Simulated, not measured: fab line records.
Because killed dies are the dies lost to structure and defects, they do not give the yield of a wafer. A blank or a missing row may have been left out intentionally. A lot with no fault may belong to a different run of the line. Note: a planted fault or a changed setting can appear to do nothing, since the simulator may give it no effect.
2 desks looking at one fault	flow gf180mcu	every desk sees just its own numbers, and what lay behind them comes last

## THE METROLOGY DESK
What the gauges read for every lot (on any tool): the sampled wafers with a number, averaged. Marked OUT: a lot whose mean sits more than 4 standard deviations from the usual mean, which makes it out of limits; the brackets give that distance.
Columns: A = M4_ALCU_THK at GF_M4_THK_MEAS_06, usual 440 nm; B = V4_CVD_00_THK at GF_V4_THK_MEAS_01, usual 600 nm; C = V4_BOW at GF_V4_BOW_MEAS_05, usual 135 um
lot	first seen here	A	B	C
L213	day 22 15:08	438	607	141
L215	day 23 14:44	437	604	149
L217	day 24 02:29	440	596	115
L218	day 24 22:20	433	601	136
L219	day 25 01:43	441	605	132
L220	day 25 07:43	442	615	133
L223	day 26 06:11	435	594	135
L224	day 26 11:50	440	599	138
L232	day 28 21:43	448	599	143
L234	day 29 09:30	446	596	149
L236	day 29 22:25	443	595	118
This desk found nothing out of limits on any of the 11 lots.

## THE TOOL OWNER'S DESK: cmp-01
The tool's own readings at GF_V4_CMP_04 (polishes SiO2): means of the sampled wafers that have a number, for each lot that ran on this tool. Marked OUT: a lot whose mean sits more than 4 standard deviations from the usual mean, which makes it out of limits; the brackets give that distance.
Columns: A = edge_zone_pressure_frac at GF_V4_CMP_04, usual 0.999; B = motor_current_A at GF_V4_CMP_04, usual 12.2 A; C = platen_rpm at GF_V4_CMP_04, usual 60.00 rpm; D = slurry_filter_dp_kPa at GF_V4_CMP_04, usual 13.50 kPa; E = time_to_endpoint_s at GF_V4_CMP_04, usual 76 s
lot	first seen here	A	B	C	D	E
L215	day 24 13:44	1.003	12.8	60.00	13.53	84
L217	day 25 01:37	1.002	11.6	60.00	13.49	76
L223	day 27 04:08	0.999	12.0	60.01	13.44	107 (+4.9) OUT
L224	day 27 09:37	1.003	12.4	59.97	13.61	104 (+4.4) OUT
Finding of this desk: L223, L224 out of limits; the first was L223 at day 27 04:08, on time_to_endpoint_s at GF_V4_CMP_04. L215, L217: within limits.

## ALL TOGETHER
At day 27 04:08, on L223, L224, the tool owner's desk was in a position to raise an alarm.
From the metrology desk's view, nothing was out of limits.
The metrology desk has L223, L224 on record, within its limits.
Every lot named ran GF_V4_CMP_04 on cmp-01.

## WHAT THE SIMULATOR HAD PUT IN
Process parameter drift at GF_V4_CMP_04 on cmp-01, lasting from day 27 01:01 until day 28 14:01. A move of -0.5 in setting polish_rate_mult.
Struck lots among those shown: L223, L224.
Hours from the fault's start to each desk's first reading out of limits: the tool owner's desk, 3.
